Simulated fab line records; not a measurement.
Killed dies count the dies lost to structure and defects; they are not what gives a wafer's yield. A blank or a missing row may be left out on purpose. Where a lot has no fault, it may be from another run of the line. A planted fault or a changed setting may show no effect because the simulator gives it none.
Which tool is to blame? | flow sky130 | 12 lots, 36 wafers sampled, at 3 steps of a route of 708

== WHAT THE GAUGES SHOWED, per wafer ==
SKY_CONTACT_BOW_MEAS_05. Usual: CONTACT_BOW gives 82 um (standard deviation 6.8).
lot  | measured     | on           | CONTACT_BOW (um) | flag
L879 | day 31 00:38 | filmMetro-02 | 80 88 92         | 
L880 | day 31 07:52 | filmMetro-04 | 79 86 71         | 
L881 | day 31 17:29 | filmMetro-02 | 81 76 76         | 
L882 | day 32 08:42 | filmMetro-02 | 83 87 82         | 
L883 | day 32 17:01 | filmMetro-01 | 81 93 85         | 
L884 | day 33 01:39 | filmMetro-04 | 81 74 101        | 
L885 | day 33 02:19 | filmMetro-02 | 82 91 84         | 
L891 | day 34 23:36 | filmMetro-04 | 90 82 84         | 
L893 | day 35 12:39 | filmMetro-04 | 73 74 64         | 
L898 | day 37 00:24 | filmMetro-02 | 84 70 76         | 
L900 | day 37 13:16 | filmMetro-01 | 75 78 91         | 
L901 | day 37 19:29 | filmMetro-02 | 77 83 69         | 

SKY_METAL2_THK_MEAS_06: measures by xrf. Usual: METAL2_ALCU_THK gives 246.6 nm (standard deviation 2.7).
lot  | measured     | on           | METAL2_ALCU_THK (nm) | flag
L879 | day 34 14:50 | filmMetro-02 | 242.8 239.8 241.0    | 
L880 | day 34 21:02 | filmMetro-04 | 244.9 246.6 246.9    | 
L881 | day 35 07:11 | filmMetro-02 | 243.8 241.0 246.1    | 
L882 | day 35 21:57 | filmMetro-04 | 250.5 248.1 246.0    | 
L883 | day 36 06:42 | filmMetro-04 | 249.5 249.0 246.6    | 
L884 | day 36 14:05 | filmMetro-02 | 245.2 241.9 246.0    | 
L885 | day 36 14:23 | filmMetro-04 | 251.6 248.4 250.3    | 
L891 | day 38 11:42 | filmMetro-03 | 244.4 242.6 244.7    | 
L893 | day 38 23:39 | filmMetro-03 | 245.8 250.5 248.2    | 
L898 | day 40 09:18 | filmMetro-04 | 247.0 243.0 244.9    | 
L900 | day 40 20:49 | filmMetro-04 | 249.7 247.4 243.9    | 
L901 | day 41 02:47 | filmMetro-03 | 247.0 244.8 245.4    | 

== TOOL THAT RAN EACH LOT (tool first, then ch and the chambers of the sampled wafers, then the start) ==
lot  | SKY_VIA1_STRIP_16
L879 | plasmaAsher-01 ch 1, day 34 13:21
L880 | plasmaAsher-04 ch 0,1, day 34 19:29
L881 | plasmaAsher-01 ch 0,1, day 35 05:42
L882 | plasmaAsher-04 ch 0,1, day 35 20:28
L883 | plasmaAsher-01 ch 0,1, day 36 05:05
L884 | plasmaAsher-02 ch 0,1, day 36 12:33
L885 | plasmaAsher-01 ch 0,1, day 36 12:44
L891 | plasmaAsher-04 ch 0,1, day 38 10:07
L893 | plasmaAsher-01 ch 0,1, day 38 22:11
L898 | plasmaAsher-01 ch 0,1, day 40 07:48
L900 | plasmaAsher-04 ch 0,1, day 40 19:20
L901 | plasmaAsher-04 ch 0,1, day 41 01:19
- SKY_VIA1_STRIP_16: strips in O2/N2.

== WHAT THE TOOLS THEMSELVES READ (means of the sampled wafers that have a number; where no wafer has one, the mark that the record gives instead) ==
SKY_VIA1_STRIP_16. Usual: drypumpMotorCurrentA 5.8 A, standard deviation 0.32; oesProductAu 0.416 a.u., standard deviation 0.0046; stripTimeToEndpointS 4.457 s, standard deviation 0.02.
lot  | tool           | drypumpMotorCurrentA (A) | oesProductAu (a.u.) | stripTimeToEndpointS (s) | flag
L879 | plasmaAsher-01 | 5.6                      | 0.418               | 4.454                    | 
L880 | plasmaAsher-04 | 5.8                      | 0.415               | 4.476                    | 
L881 | plasmaAsher-01 | 5.8                      | 0.413               | 4.467                    | 
L882 | plasmaAsher-04 | 5.7                      | 0.417               | 4.443                    | 
L883 | plasmaAsher-01 | 6.1                      | 0.413               | 4.439                    | 
L884 | plasmaAsher-02 | 5.5                      | 0.413               | 4.433                    | 
L885 | plasmaAsher-01 | 5.8                      | 0.413               | 4.447                    | 
L891 | plasmaAsher-04 | 5.8                      | 0.418               | 4.476                    | 
L893 | plasmaAsher-01 | 5.9                      | 0.416               | 4.450                    | 
L898 | plasmaAsher-01 | 6.1                      | 0.417               | 4.465                    | 
L900 | plasmaAsher-04 | 5.7                      | 0.417               | 4.476                    | 
L901 | plasmaAsher-04 | 5.7                      | 0.415               | 4.444                    | 

== THE ANSWER, worked out from the rows above alone ==
Rule: a lot counts as off when the mean over its wafers that have a number is more than 3 standard deviations away from the usual mean. A lot without any number at a reading at which 4 lots or more have one is off too. Any other lot the step has rows for is counted as sound. The gauges are gone through in route order, then the tools' own readings, and for those a lot's mean is taken as printed above. At the first step where some lot is off, the reading lying furthest off is the one used; lots without a number count as furthest.
No lot is off at any reading shown: from this, nothing can be told.

== WHAT THE SIMULATOR HAD INSERTED ==
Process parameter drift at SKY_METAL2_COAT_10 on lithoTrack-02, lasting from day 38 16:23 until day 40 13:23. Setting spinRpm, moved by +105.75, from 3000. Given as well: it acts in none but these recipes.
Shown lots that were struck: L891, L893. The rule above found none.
